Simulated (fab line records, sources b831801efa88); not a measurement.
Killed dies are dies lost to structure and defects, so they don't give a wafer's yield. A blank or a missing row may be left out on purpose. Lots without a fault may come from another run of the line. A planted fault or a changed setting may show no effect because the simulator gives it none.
fab line records | flow sky130
record lots=15 wafers=45 last_day=50
route steps=708 shown CAP2M@606 METAL4@631 VIA4@642 PASSIVATION@683
lots that met no fault: from a run of the same line without faults
start_h: hours from the record's first day to the start of the lot's first wafer shown | wait_h: hours since the lot's step before | " the same as in the row above | L1.1+2: a row that stands for several wafers | - no value, or no start given | * or withheld: withheld | < > ~ a bound
route shown NAME@n: a module of which the file shows steps, and the number in the route of the first | usual: mean/standard deviation of fault-free wafers | same: alike in all rows | chamber/n: place in a boat | sites: the reading at each site | _std_site: their standard deviation | _edge_site: outer sites' mean less inner sites' | radius_mm: how far each site lies from the wafer's centre | mask NAME#n: copy n | behind: the tool/chamber that last shaped the wafer | hold: why the lot was held/for how many hours/how that ended | device: the transistor (n, p or np) that didn't switch | end of line: the same wafers' tests at the end of the route | a step without rows: its recipe alone | killed: dies lost to structure and defects at the first sort, not the wafer's yield | map: a wafer's dies, x killed, . not, _ none there
set.NAME: the setting as run; set.NAME@STEP: as run at that earlier step | model.NAME: the simulator's own value behind a step, which no gauge read
steps of the route over a sample of lots; a table a step, a row a wafer
services: from which hour (start_h, from the record's first day; less than 0 if before it) a tool's chamber was out of use, for how many hours, and why
## steps
# step SKY_CAP2M_RS_MEAS_03
# recipe thk_meas_gauge=four-point-probe reads=TiN_of_CAP2M_SPUTTER_02
# usual CAP2M_TIN_RS=6.93/0.071
# columns lot.wafer tool chamber start_h wait_h CAP2M_TIN_RS[ohm/sq]
L908.1 film_metro-04 - 932.38 0.1 6.94
L908.3 " - " " 6.96
L908.5 " - " " 6.94
L910.1 film_metro-03 - 952.14 0.1 6.88
L910.3 " - " " 6.85
L910.5 " - " " 6.92
L914.4 film_metro-02 - 982.86 0.1 7.03
L914.5 " - " " 6.96
L914.6 " - " " 7.06
L915.2 film_metro-04 - 988.47 0.1 6.91
L915.3 " - " " 6.95
L915.4 " - " " 6.97
L916.2 film_metro-04 - 991.01 0.1 6.98
L916.4 " - " " 6.99
L916.5 " - " " 6.97
L917.4 film_metro-04 - 992.87 0.1 7.01
L917.5 " - " " 6.90
L917.6 " - " " 7.00
L921.2 film_metro-04 - 1024.29 0.1 7.07
L921.4 " - " " 6.99
L921.6 " - " " 7.08
L922.3 film_metro-03 - 1025.52 0.1 6.97
L922.4 " - " " 7.00
L922.6 " - " " 7.01
L923.2 film_metro-03 - 1034.01 0.1 6.95
L923.3 " - " " 6.94
L923.5 " - " " 6.94
L924.3 film_metro-02 - 1036.84 0.1 6.88
L924.4 " - " " 6.89
L924.5 " - " " 6.91
L927.1 film_metro-02 - 1061.58 0.1 6.88
L927.3 " - " " 6.82
L927.4 " - " " 6.83
L928.1 film_metro-02 - 1061.92 0.1 7.09
L928.2 " - " " 7.02
L928.4 " - " " 7.08
L929.1 film_metro-04 - 1070.14 0.1 6.86
L929.5 " - " " 6.85
L929.6 " - " " 6.85
L930.3 film_metro-03 - 1072.49 0.1 6.85
L930.5 " - " " 6.89
L930.6 " - " " 6.86
L931.2 film_metro-03 - 1081.40 0.1 6.84
L931.4 " - " " 6.90
L931.5 " - " " 6.86
# step SKY_METAL4_DESCUM_15
# recipe chemistry=O2 source_power_w=150 bias_power_w=0 pressure_mtorr=10 temp_c=40 time_s=8
# usual chamber_pressure_mTorr=10.001/0.0097 drypump_motor_current_A=5.50/0.28 oes_product_au=0.999/0.0094
# same bias_power_w=0
# columns lot.wafer tool chamber start_h wait_h chamber_pressure_mTorr drypump_motor_current_A oes_product_au rf_hours_counter_h
L908.1 rie_metal-02 0 981.79 0.0 10.001 5.65 0.999 7
L908.3 " 0 " " 10.006 5.63 0.997 -
L908.5 " 0 " " 9.995 5.67 0.992 -
L910.1 rie_metal-02 0 1000.54 0.0 9.994 5.63 0.993 8
L910.3 " 1 " " 9.990 5.38 1.021 -
L910.5 " 1 " " 10.007 5.35 1.011 -
L914.4 rie_metal-04 1 1030.01 0.0 9.998 5.96 0.994 -
L914.5 " 1 " " 10.005 5.96 0.997 -
L914.6 " 1 " " 9.991 5.97 0.991 -
L915.2 rie_metal-02 1 1034.65 0.0 10.023 5.35 1.007 11
L915.3 " 1 " " 10.000 5.39 1.011 -
L915.4 " 0 " " 10.011 5.64 0.998 -
L916.2 rie_metal-01 1 1037.13 0.0 10.011 5.25 0.992 17
L916.4 " 0 " " 9.999 5.43 1.000 -
L916.5 " 1 " " 9.993 5.23 0.986 -
L917.4 rie_metal-04 1 1039.09 0.0 10.013 5.99 1.004 -
L917.5 " 1 " " 10.013 5.97 0.996 -
L917.6 " 1 " " 10.005 6.01 0.998 -
L921.2 rie_metal-04 0 1068.40 0.0 10.002 5.20 0.998 21
L921.4 " 0 " " 9.993 5.20 1.004 -
L921.6 " 0 " " 10.003 5.20 1.000 -
L922.3 rie_metal-01 1 1069.60 0.0 10.000 5.26 0.980 -
L922.4 " 0 " " 9.995 5.46 1.007 -
L922.6 " 1 " " 9.997 5.25 0.983 -
L923.2 rie_metal-04 1 1078.60 0.0 10.000 5.99 0.998 21
L923.3 " 1 " " 10.008 5.96 0.998 -
L923.5 " 1 " " 9.987 6.01 0.999 -
L924.3 rie_metal-01 1 1080.59 0.0 10.021 5.24 0.994 -
L924.4 " 0 " " 9.992 5.42 0.992 -
L924.5 " 0 " " 9.977 5.43 1.001 -
L927.1 rie_metal-02 1 1104.08 0.0 9.979 5.36 1.005 17
L927.3 " 0 " " 9.994 5.65 0.995 -
L927.4 " 1 " " 9.998 5.35 1.003 -
L928.1 rie_metal-01 0 1105.60 0.0 10.000 5.42 1.000 14
L928.2 " 1 " " 9.992 5.22 0.992 22
L928.4 " 0 " " 10.009 5.43 1.016 -
L929.1 rie_metal-01 0 1111.58 0.0 9.995 5.44 1.008 14
L929.5 " 0 " " 9.989 5.44 1.004 -
L929.6 " 1 " " 9.986 5.24 0.999 -
L930.3 rie_metal-01 0 1114.19 0.0 9.998 5.42 0.992 -
L930.5 " 0 " " 10.020 5.44 0.997 -
L930.6 " 1 " " 10.000 5.22 0.984 -
L931.2 rie_metal-04 0 1122.93 0.0 10.019 5.19 1.016 25
L931.4 " 1 " " 9.988 6.03 1.008 -
L931.5 " 0 " " 9.977 5.20 1.017 -
# step SKY_VIA4_BOW_MEAS_03
# recipe mode=bow
# usual VIA4_BOW=80/7.9
# columns lot.wafer tool chamber start_h wait_h VIA4_BOW[um]
L908.1 film_metro-04 - 983.25 0.2 83
L908.3 " - " " 87
L908.5 " - " " 75
L910.1 film_metro-01 - 1002.40 0.1 76
L910.3 " - " " 76
L910.5 " - " " 82
L914.4 film_metro-01 - 1031.74 0.2 90
L914.5 " - " " 66
L914.6 " - " " 80
L915.2 film_metro-01 - 1036.18 0.2 79
L915.3 " - " " 83
L915.4 " - " " 80
L916.2 film_metro-02 - 1038.61 0.2 81
L916.4 " - " " 86
L916.5 " - " " 98
L917.4 film_metro-04 - 1040.83 0.3 77
L917.5 " - " " 81
L917.6 " - " " 80
L921.2 film_metro-02 - 1069.91 0.2 82
L921.4 " - " " 67
L921.6 " - " " 80
L922.3 film_metro-04 - 1071.12 0.1 86
L922.4 " - " " 71
L922.6 " - " " 72
L923.2 film_metro-02 - 1080.12 0.3 74
L923.3 " - " " 60
L923.5 " - " " 85
L924.3 film_metro-02 - 1082.12 0.2 93
L924.4 " - " " 79
L924.5 " - " " 72
L927.1 film_metro-02 - 1105.56 0.1 81
L927.3 " - " " 68
L927.4 " - " " 84
L928.1 film_metro-04 - 1107.79 0.1 77
L928.2 " - " " 93
L928.4 " - " " 72
L929.1 film_metro-01 - 1113.13 0.2 79
L929.5 " - " " 79
L929.6 " - " " 94
L930.3 film_metro-02 - 1115.76 0.1 73
L930.5 " - " " 80
L930.6 " - " " 74
L931.2 film_metro-02 - 1124.41 0.2 87
L931.4 " - " " 87
L931.5 " - " " 81
# step SKY_PASSIVATION_CVD_02
# recipe material=Si3N4 target_thk_nm=540 temp_c=400 time_s=withheld rf_w=450
# usual heater_power_outer_w=422/69 heater_power_w=711/110
# columns lot.wafer tool chamber start_h wait_h heater_power_outer_w heater_power_w
L908.1 pecvd-01 0 1031.82 0.1 513 809
L908.3 " 2 " " 363 618
L908.5 " 1 " " 397 743
L910.1 pecvd-01 0 1050.02 0.1 557 857
L910.3 " 2 " " 394 650
L910.5 " 0 " " 482 756
L914.4 pecvd-04 2 1078.34 0.1 379 651
L914.5 " 1 " " 446 805
L914.6 " 0 " " 354 638
L915.2 pecvd-01 1 1082.10 0.0 - -
L915.3 " 0 " " - -
L915.4 " 1 " " - -
L916.2 pecvd-04 0 1083.85 0.0 - -
L916.4 " 0 " " - -
L916.5 " 1 " " - -
L917.4 pecvd-03 1 1085.99 0.1 - -
L917.5 " 2 " " - -
L917.6 " 0 " " - -
L921.2 pecvd-03 1 1113.36 0.0 486 781
L921.4 " 0 " " 329 546
L921.6 " 2 " " 451 745
L922.3 pecvd-04 2 1114.88 0.0 393 650
L922.4 " 1 " " 470 844
L922.6 " 2 " " 416 673
L923.2 pecvd-04 1 1123.40 0.0 389 728
L923.3 " 2 " " 349 622
L923.5 " 1 " " 408 781
L924.3 pecvd-01 1 1125.10 0.0 493 856
L924.4 " 2 " " 318 543
L924.5 " 1 " " 498 890
L927.1 pecvd-04 1 1147.14 0.1 441 806
L927.3 " 2 " " 425 714
L927.4 " 2 " " 319 558
L928.1 pecvd-01 1 1147.92 0.1 467 840
L928.2 " 0 " " 560 850
L928.4 " 2 " " 403 639
L929.1 pecvd-03 2 1153.41 0.1 438 718
L929.5 " 1 " " 495 755
L929.6 " 2 " " 452 734
L930.3 pecvd-01 0 1155.43 0.0 529 822
L930.5 " 0 " " 550 870
L930.6 " 1 " " 488 859
L931.2 pecvd-01 1 1164.71 0.0 489 846
L931.4 " 0 " " 487 765
L931.5 " 1 " " 509 869
## services
# columns tool chamber start_h hours kind
pecvd-03 1 965.15 2.1 scheduled_down
pecvd-01 1 966.32 2.1 scheduled_down
pecvd-03 0 981.57 16.0 repair
pecvd-03 - 985.34 14.6 pm
pecvd-03 1 999.94 - clean
pecvd-03 1 999.94 - consumable_replace:showerhead
pecvd-03 1 999.94 29.0 scheduled_down
pecvd-03 1 999.94 29.0 vent_cycle
rie_metal-02 - 1007.86 2.8 pm
rie_metal-04 0 1028.94 25.6 repair
pecvd-01 1 1045.33 6.3 repair
pecvd-03 1 1051.69 5.5 repair
pecvd-01 2 1058.24 2.1 scheduled_down
rie_metal-04 1 1070.22 2.1 repair
rie_metal-01 - 1076.39 0.4 repair
pecvd-04 - 1085.01 5.5 pm
pecvd-01 2 1086.49 2.1 repair
pecvd-04 1 1091.17 5.0 scheduled_down
pecvd-04 0 1096.17 5.5 scheduled_down
pecvd-03 0 1120.98 5.5 scheduled_down
pecvd-04 - 1128.93 2.8 pm
rie_metal-04 - 1135.92 2.8 pm
pecvd-03 0 1146.17 5.8 repair
pecvd-03 - 1155.11 0.5 repair
## key
first_sign step=SKY_PASSIVATION_CVD_02 reading=tool_record direction=missing
effect none on later readings
met_at SKY_PASSIVATION_CVD_02
struck_lots L915,L916,L917
later_rows_left_out L915.2,L915.3,L915.4,L916.2,L916.4,L916.5,L917.4,L917.5,L917.6
sort_left_out L915.2,L915.3,L915.4,L916.2,L916.4,L916.5,L917.4,L917.5,L917.6
not_acting_at SKY_CAP2M_RS_MEAS_03,SKY_METAL4_DESCUM_15,SKY_VIA4_BOW_MEAS_03
onset_between 1078.34 1082.10
fault kind=skipped_step_whole tool=pecvd-01,pecvd-03,pecvd-04 chamber=- onset_h=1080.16 steps=SKY_PASSIVATION_CVD_02 scope=struck_lots_only
# sort_left_out: the simulated sort isn't trusted on such a fault, so these wafers' sort isn't shown, and their yield isn't known
# later_rows_left_out: the simulator's readings of these wafers behind a module that went badly wrong aren't trusted and aren't shown, but for the sort
